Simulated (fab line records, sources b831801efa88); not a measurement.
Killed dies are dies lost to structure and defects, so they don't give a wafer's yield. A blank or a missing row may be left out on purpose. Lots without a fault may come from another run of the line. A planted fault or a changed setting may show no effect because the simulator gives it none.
A struck lot beside a sound one | flow sky130 | 16 steps out of a route of 708
Sound: wafers L399.3, L399.5, L399.6. Struck: wafer L413.2. (L413.3 of the same lot was not struck and is left out.) The cause comes at the end.
At each step with rows: each side's tool, then ch and its chambers, then its first start. Under that, the readings that differ: sound wafers | struck wafers | difference of the means | sigmas: that difference in standard deviations of wafers without a fault.
alike: readings whose means differ by less than 2 such deviations, and words and numbers that are the same on both sides. not compared: withheld readings, readings that some wafer has no value for, bounds like >300 that may hide the same value, and numbers for which the record gives no deviation and whose values overlap.
The two part at a step that has a row with sigmas, a row that says differs or no value, or rows on one side only. Numbers that don't overlap but have no deviation are shown without sigmas and don't part them. A reading that every wafer of one side lacks parts them only if that side has two wafers or more.

SKY_METAL5_SPUTTER_03: material Ti, target thk 5 nm, time 3.3 s.
  sound on pvd_sputter-03, day 44 10:49; struck on pvd_sputter-01, day 47 20:47
  alike: throttle_valve_pct
SKY_METAL5_SPUTTER_04: material TiN, target thk 70 nm, time 58.3 s.
  sound on pvd_sputter-03, day 44 10:50; struck on pvd_sputter-01, day 47 20:48
  alike: throttle_valve_pct
SKY_METAL5_RS_MEAS_05: measures by four-point-probe.
  sound on film_metro-04, day 44 10:55; struck on film_metro-02, day 47 20:52
  alike: METAL5_ALCU_RS
SKY_METAL5_THK_MEAS_06: measures by xrf.
  sound on film_metro-04, day 44 11:01; struck on film_metro-02, day 47 20:59
  alike: METAL5_ALCU_THK
then, 7 steps without rows for these wafers: SKY_METAL5_DEHYDRATE_07 (time 60 s); SKY_METAL5_HMDS_08 (prime time 60 s); SKY_METAL5_COAT_09 (resist thk 1800 nm); SKY_METAL5_SOFTBAKE_10 (time 60 s); SKY_METAL5_EXPOSE_11 (exposes mask MM5, target cd 1600 nm); SKY_METAL5_PEB_12; SKY_METAL5_DEVELOP_13 (develop time 60 s).
SKY_METAL5_DESCUM_14: chemistry O2, time 11 s.
  sound on rie_metal-02 ch 1, day 45 08:44; struck on rie_metal-04 ch 0, day 48 15:46
  reading                | sound | struck | difference                   | sigmas
  rf_hours_counter_h (h) | - - - | 25     | no value on the sound wafers |
  alike: chamber_pressure_mTorr, drypump_motor_current_A, oes_product_au
SKY_METAL5_METAL_ETCH_15: etches the open film in Cl2/BCl3, stops on SiO2, target depth 1260 nm, time 252 s.
  sound on rie_metal-02 ch 1, day 45 08:56; struck on rie_metal-04 ch 0, day 48 15:47
  reading                                     | sound             | struck | difference                   | sigmas
  rf_hours_counter_h (h)                      | - - -             | 25     | no value on the sound wafers |
  model.NOVOLAK_of_METAL5_COAT_09.thk_nm (nm) | 1027 1024 1022    | 656.8  | -367.5                       |
  model.METAL5.cd_nm (nm)                     | 1597 1600 1603    | 1560   | -40                          |
  model.SiO2_of_VIA4_HDPCVD_00.thk_nm (nm)    | 548.5 548.1 547.6 | 537.2  | -10.9                        |
  alike: chamber_pressure_mTorr, drypump_motor_current_A, oes_product_au, throttle_valve_pct
SKY_METAL5_STRIP_16: strips in O2/N2.
  sound on plasma_asher-01 ch 0,1, day 45 09:17; struck on plasma_asher-04 ch 0, day 48 16:02
  reading                      | sound             | struck | difference                   | sigmas
  oes_product_au (a.u.)        | 0.711 0.707 0.716 | 0.590  | -0.121                       | -27
  rf_hours_counter_h (h)       | - - -             | 38     | no value on the sound wafers |
  strip_time_to_endpoint_s (s) | 12.98 12.94 12.90 | 8.67   | -4.27                        | -44
  alike: chamber_pressure_mTorr, drypump_motor_current_A
then, 1 step without rows for these wafers: SKY_METAL5_STRIP_17 (strips in post etch residue remover, time 1200 s).
SKY_PAD_OPEN_PROBE_99:
  sound on prober-02, day 47 05:01; struck on prober-01, day 50 05:52
  reading                        | sound                 | struck  | difference | sigmas
  model.etest.met5.width_nm (nm) | 1598 1598 1599        | 1562    | -36        |
  model.etest.met5.line_ohm_um   | 0.01662 0.017 0.01708 | 0.01733 | +0.00043   |
  alike: defect_limited_yield, killed_at_M0_to_M3, killed_at_M4_up, killed_at_contacts, killed_at_front_end, killed_at_other, killed_dies, killed_open, killed_short, sort_bin_3_pad_short, sort_bin_5_function, sort_bin_6_memory, sort_n_pass, sort_yield_pct

WHERE THEY PART
First at SKY_METAL5_DESCUM_14; last, within this record, at SKY_METAL5_STRIP_16. Later steps at which nothing parts them and some readings are alike: SKY_PAD_OPEN_PROBE_99.

WHY: what the simulator had put in
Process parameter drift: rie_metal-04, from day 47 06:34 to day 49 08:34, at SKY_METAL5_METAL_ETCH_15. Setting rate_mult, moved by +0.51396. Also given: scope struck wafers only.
